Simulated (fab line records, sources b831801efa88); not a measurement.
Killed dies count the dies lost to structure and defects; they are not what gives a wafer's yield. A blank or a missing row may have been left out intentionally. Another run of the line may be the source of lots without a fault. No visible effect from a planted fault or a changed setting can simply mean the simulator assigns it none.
The tool behind it: which one? + flow gf180mcu + Sampling: 13 lots, 39 wafers, 3 of 602 route steps

== WHAT THE GAUGES READ, wafer by wafer ==
GF_MIM_THK_MEAS_06.
| lot  | measured     | on           | MIM_CVD_05_THK (nm) |
|------|--------------|--------------|---------------------|
| L491 | day 24 06:28 | filmMetro-03 | 41.6 41.0 42.2      |
| L492 | day 24 14:00 | filmMetro-03 | 42.8 42.8 42.5      |
| L493 | day 25 00:41 | filmMetro-03 | 42.3 42.6 43.0      |
| L494 | day 25 09:55 | filmMetro-01 | 41.6 41.8 42.7      |
| L496 | day 26 06:37 | filmMetro-02 | 41.8 42.0 41.7      |
| L497 | day 26 15:52 | filmMetro-03 | 42.1 41.9 42.8      |
| L499 | day 27 09:19 | filmMetro-02 | 41.5 41.9 42.4      |
| L500 | day 27 12:01 | filmMetro-02 | 41.2 42.1 43.1      |
| L502 | day 28 05:01 | filmMetro-03 | 41.3 41.1 41.6      |
| L504 | day 28 20:26 | filmMetro-02 | 41.6 42.3 42.4      |
| L507 | day 29 17:12 | filmMetro-01 | 41.3 41.9 42.2      |
| L508 | day 30 03:11 | filmMetro-01 | 42.0 42.0 42.9      |
| L511 | day 30 17:04 | filmMetro-01 | 41.7 42.3 42.1      |

== WHAT TOOL EACH LOT RAN ON (gives the tool, then ch and the chambers of the sampled wafers, and finally the start) ==
| lot  | GF_CONTACT_STRIP_18                 | GF_MIM_SPUTTER_03           |
|------|-------------------------------------|-----------------------------|
| L491 | plasmaAsher-02 ch 0,1, day 15 20:08 | pvdSputter-04, day 24 06:23 |
| L492 | plasmaAsher-01 ch 0,1, day 16 06:01 | pvdSputter-04, day 24 13:53 |
| L493 | plasmaAsher-02 ch 0,1, day 16 16:32 | pvdSputter-04, day 25 00:35 |
| L494 | plasmaAsher-01 ch 0,1, day 17 02:05 | pvdSputter-03, day 25 09:50 |
| L496 | plasmaAsher-02 ch 0, day 17 23:23   | pvdSputter-03, day 26 06:31 |
| L497 | plasmaAsher-01 ch 0,1, day 18 10:26 | pvdSputter-04, day 26 15:47 |
| L499 | plasmaAsher-02 ch 0,1, day 19 05:56 | pvdSputter-04, day 27 09:14 |
| L500 | plasmaAsher-03 ch 0,1, day 19 11:14 | pvdSputter-04, day 27 11:56 |
| L502 | plasmaAsher-01 ch 0,1, day 20 06:29 | pvdSputter-04, day 28 04:55 |
| L504 | plasmaAsher-02 ch 0,1, day 20 23:23 | pvdSputter-04, day 28 20:20 |
| L507 | plasmaAsher-02 ch 0,1, day 21 23:47 | pvdSputter-01, day 29 17:06 |
| L508 | plasmaAsher-02 ch 0,1, day 22 13:17 | pvdSputter-03, day 30 03:05 |
| L511 | plasmaAsher-02 ch 0,1, day 23 08:14 | pvdSputter-01, day 30 16:58 |
- GF_CONTACT_STRIP_18: strips in O2/N2.
- GF_MIM_SPUTTER_03: material Ti, target thk 10 nm, time 6.7 s.

== WHAT THE TOOLS THEMSELVES READ (means of the sampled wafers that have a number; where no wafer has one, the mark that the record gives instead) ==
GF_CONTACT_STRIP_18.
| lot  | tool           | drypumpMotorCurrentA (A) | heaterPowerW (W) | o2FlowSccm (sccm) | oesProductAu (a.u.) | platenTempC (C) |
|------|----------------|--------------------------|------------------|-------------------|---------------------|-----------------|
| L491 | plasmaAsher-02 | 6.2                      | 376              | 2999              | 0.582               | 249.88          |
| L492 | plasmaAsher-01 | 5.9                      | 357              | 2997              | 0.575               | 250.13          |
| L493 | plasmaAsher-02 | 6.3                      | 373              | 2995              | 0.579               | 250.03          |
| L494 | plasmaAsher-01 | 6.0                      | 349              | 2997              | 0.579               | 249.84          |
| L496 | plasmaAsher-02 | 6.5                      | 374              | 3006              | 0.581               | 250.12          |
| L497 | plasmaAsher-01 | 5.7                      | 343              | 3003              | 0.582               | 249.76          |
| L499 | plasmaAsher-02 | 6.3                      | 377              | 3006              | 0.577               | 250.03          |
| L500 | plasmaAsher-03 | 5.2                      | 324              | 2998              | 0.578               | 250.12          |
| L502 | plasmaAsher-01 | 6.0                      | 360              | 3000              | 0.581               | 250.10          |
| L504 | plasmaAsher-02 | 6.2                      | 367              | 2994              | 0.579               | 249.98          |
| L507 | plasmaAsher-02 | 6.2                      | 370              | 3002              | 0.577               | 249.89          |
| L508 | plasmaAsher-02 | 6.2                      | 367              | 2997              | 0.574               | 250.04          |
| L511 | plasmaAsher-02 | 6.2                      | 368              | 3007              | 0.579               | 249.74          |

GF_MIM_SPUTTER_03.
| lot  | tool          | cathodeDcPowerW (W) | throttleValvePct (%) |
|------|---------------|---------------------|----------------------|
| L491 | pvdSputter-04 | 3000.1              | 28.8                 |
| L492 | pvdSputter-04 | 3000.4              | 29.7                 |
| L493 | pvdSputter-04 | 3000.0              | 30.8                 |
| L494 | pvdSputter-03 | 3000.0              | 30.9                 |
| L496 | pvdSputter-03 | 3000.0              | 30.5                 |
| L497 | pvdSputter-04 | 2999.5              | 30.7                 |
| L499 | pvdSputter-04 | 3000.1              | 30.1                 |
| L500 | pvdSputter-04 | 2999.7              | 28.6                 |
| L502 | pvdSputter-04 | 2999.9              | 30.6                 |
| L504 | pvdSputter-04 | 2999.8              | 30.8                 |
| L507 | pvdSputter-01 | 3000.0              | 29.5                 |
| L508 | pvdSputter-03 | 3000.2              | 30.1                 |
| L511 | pvdSputter-01 | 3001.0              | 29.9                 |

== THE ANSWER, worked out from the rows above alone ==
Rule: the usual values come from the lots themselves. Put in order of their means at a reading, lots are off if they are a third of the lots or fewer, leave a main group of 4 or more, and stand apart from it by a gap of 3 or more times the standard deviation of the main group's means; of several such gaps the widest counts. A main group whose means are all the same, to the digits that the tables above print for the reading, isn't used. A lot without any number at a reading at which 4 lots or more have one is off too. Where the step has rows for the other lots, those lots are counted as sound. Order of review: gauges by route order, followed by the tools' own readings, for which a lot's mean as printed above is used. At the first step where some lot is off, the reading lying furthest off is the one used; lots without a number count as furthest.
Across all readings shown, no lot is off: no conclusion can be drawn from this.

== WHAT HAD BEEN PUT IN BY THE SIMULATOR ==
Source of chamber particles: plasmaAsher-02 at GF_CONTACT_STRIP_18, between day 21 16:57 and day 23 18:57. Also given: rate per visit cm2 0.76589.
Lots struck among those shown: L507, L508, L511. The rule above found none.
